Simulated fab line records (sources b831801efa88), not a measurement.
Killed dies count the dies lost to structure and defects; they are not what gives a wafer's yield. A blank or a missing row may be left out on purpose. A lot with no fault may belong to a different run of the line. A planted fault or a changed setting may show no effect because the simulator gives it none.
Which tool did it?	flow sky130	Sampling: 13 lots, 39 wafers, 5 of 708 route steps

## WHAT THE GAUGES SHOWED, per wafer
SKY_SONOS_ONO_THK_MEAS_03. Usual: SONOS_ONO_CVD_02_THK 10.48 nm, standard deviation 0.14.
lot	measured	on	SONOS_ONO_CVD_02_THK (nm)	flag
L654	day 11 01:31	film_metro-04	10.08 10.30 10.22	
L655	day 11 20:46	film_metro-03	10.44 10.38 10.23	
L656	day 12 02:31	film_metro-04	10.24 10.33 10.35	
L658	day 12 17:14	film_metro-01	10.33 10.36 10.22	
L660	day 13 23:24	film_metro-01	10.45 10.62 10.56	
L661	day 13 23:25	film_metro-03	10.52 10.45 10.46	
L664	day 15 01:37	film_metro-03	10.47 10.47 10.55	
L667	day 15 20:16	film_metro-04	10.51 10.50 10.61	
L669	day 17 12:24	film_metro-04	10.53 10.56 10.51	
L672	day 17 12:27	film_metro-04	10.46 10.46 10.53	
L674	day 18 17:11	film_metro-03	10.64 10.72 10.79	
L675	day 19 04:18	film_metro-03	10.56 10.58 10.73	
L677	day 19 10:42	film_metro-01	10.44 10.39 10.43	

SKY_SONOS_ONO_OVL_MEAS_14. Usual: SONOS_ONO_OVL -0.7 nm, standard deviation 1.3.
lot	measured	on	SONOS_ONO_OVL (nm)	flag
L654	day 12 03:04	overlay-02	-1.8 -2.0 -2.0	
L655	day 13 02:43	overlay-01	-0.4 -1.6 -0.2	
L656	day 13 04:52	overlay-02	-0.6 0.8 0.0	
L658	day 13 19:57	overlay-02	0.7 0.4 -0.3	
L660	day 15 03:07	overlay-01	-0.4 1.4 0.1	
L661	day 15 03:21	overlay-02	-1.7 -2.1 0.1	
L664	day 16 07:22	overlay-02	-0.3 -0.1 2.4	
L667	day 17 01:13	overlay-01	-0.9 -0.8 -1.6	
L669	day 18 20:25	overlay-02	-1.9 -1.0 -0.5	
L672	day 18 21:53	overlay-01	0.9 0.3 1.8	
L674	day 20 02:17	overlay-01	0.5 1.1 -1.0	
L675	day 20 13:07	overlay-01	-0.3 0.0 -1.8	
L677	day 20 19:16	overlay-01	-1.3 -2.4 -2.9	

SKY_POLY_GATE_THK_MEAS_21. Usual: POLY_GATE_OXIDATION_THK 3.99 nm, standard deviation 0.079.
lot	measured	on	POLY_GATE_OXIDATION_THK (nm)	flag
L654	day 15 20:18	film_metro-03	4.05 4.08 4.07	
L655	day 16 21:27	film_metro-03	3.97 3.92 3.95	
L656	day 16 22:59	film_metro-04	4.00 3.86 3.96	
L658	day 18 20:00	film_metro-03	4.04 4.04 4.15	
L660	day 19 02:34	film_metro-04	3.92 4.00 3.95	
L661	day 19 02:38	film_metro-02	3.95 3.96 3.97	
L664	day 20 09:43	film_metro-04	4.48 4.52 4.57 4.49 4.50 4.52	OFF
L667	day 21 03:52	film_metro-03	4.56 4.59 4.63 4.60 4.61 4.62	OFF
L669	day 23 03:28	film_metro-03	4.07 4.12 4.04	
L672	day 23 07:16	film_metro-03	4.10 4.06 4.07	
L674	day 24 05:40	film_metro-04	4.12 4.08 4.05	
L675	day 24 20:01	film_metro-04	3.85 3.81 3.84	
L677	day 24 22:17	film_metro-03	3.95 3.91 3.85	

SKY_LDD_N_TW_MEAS_17. Usual: LDD_N_TW 2586, standard deviation 17.
lot	measured	on	LDD_N_TW	flag
L654	day 17 01:28	film_metro-03	2559 2580 2575	
L655	day 18 02:17	film_metro-04	2593 2589 2604	
L656	day 18 03:52	film_metro-03	2576 2575 2556	
L658	day 20 04:05	film_metro-04	2587 2573 2572	
L660	day 20 10:31	film_metro-03	2562 2571 2563	
L661	day 20 10:56	film_metro-01	2624 2598 2604	
L664	day 21 17:10	film_metro-03	2593 2567 2593	
L667	day 22 10:55	film_metro-01	2612 2610 2596	
L669	day 24 10:38	film_metro-01	2608 2609 2618	
L672	day 24 14:04	film_metro-03	2574 2576 2593	
L674	day 25 12:22	film_metro-04	2573 2584 2578	
L675	day 26 02:25	film_metro-04	2586 2590 2587	
L677	day 26 04:13	film_metro-01	2583 2602 2590	

## WHAT TOOL EACH LOT RAN ON (gives the tool, then ch and the chambers of the sampled wafers, and finally the start)
lot	SKY_POLY_GATE_OXIDATION_20
L654	furnace-02 ch 0, day 15 19:03
L655	furnace-02 ch 0, day 16 20:12
L656	furnace-01 ch 0, day 16 21:44
L658	furnace-02 ch 0, day 18 18:44
L660	furnace-01 ch 0, day 19 01:19
L661	furnace-01 ch 0, day 19 01:19
L664	furnace-02 ch 0, day 20 08:28
L667	furnace-02 ch 0, day 21 02:37
L669	furnace-01 ch 0, day 23 02:13
L672	furnace-01 ch 0, day 23 06:01
L674	furnace-01 ch 0, day 24 04:25
L675	furnace-02 ch 0, day 24 18:46
L677	furnace-01 ch 0, day 24 21:01
- SKY_POLY_GATE_OXIDATION_20: stabilise 600 s, purge 300 s, target thk 4 nm.

## WHAT THE TOOLS THEMSELVES READ (means of the sampled wafers that have a number; where no wafer has one, the mark that the record gives instead)
SKY_POLY_GATE_OXIDATION_20. Usual: spike_tc_bottom_C 868.0 C, standard deviation 2.1; spike_tc_lower_C 850.5 C, standard deviation 1.1.
lot	tool	spike_tc_bottom_C (C)	spike_tc_lower_C (C)	flag
L654	furnace-02	868.9	849.9	
L655	furnace-02	869.7	850.1	
L656	furnace-01	867.0	850.3	
L658	furnace-02	869.9	850.9	
L660	furnace-01	865.5	850.2	
L661	furnace-01	865.7	851.0	
L664	furnace-02	869.7	850.2	
L667	furnace-02	868.7	849.5	
L669	furnace-01	866.3	850.0	
L672	furnace-01	865.7	851.0	
L674	furnace-01	866.8	850.6	
L675	furnace-02	870.7	849.5	
L677	furnace-01	865.8	852.0	

## THE ANSWER, worked out from the rows above alone
Rule: take the mean of a lot's wafers that have a number; if it is more than 3 standard deviations from the usual mean, the lot is off. Also off: a lot with no number at a reading for which 4 or more lots have one. Where the step has rows for the other lots, those lots are counted as sound. After the gauges, taken in route order, come the tools' own readings; for these a lot's mean is taken, as printed above. At the first step where some lot is off, the reading lying furthest off is the one used; lots without a number count as furthest.
Off: L664, L667, seen at SKY_POLY_GATE_THK_MEAS_21 (POLY_GATE_OXIDATION_THK).
A tool fits if, at a process step before that reading, it ran every lot that is off, and no sound lot after the first of them. Gauges at SKY_POLY_GATE_THK_MEAS_21: tried the same way as those tools. No candidate that was tried fits.

## WHAT THE SIMULATOR HAD INSERTED
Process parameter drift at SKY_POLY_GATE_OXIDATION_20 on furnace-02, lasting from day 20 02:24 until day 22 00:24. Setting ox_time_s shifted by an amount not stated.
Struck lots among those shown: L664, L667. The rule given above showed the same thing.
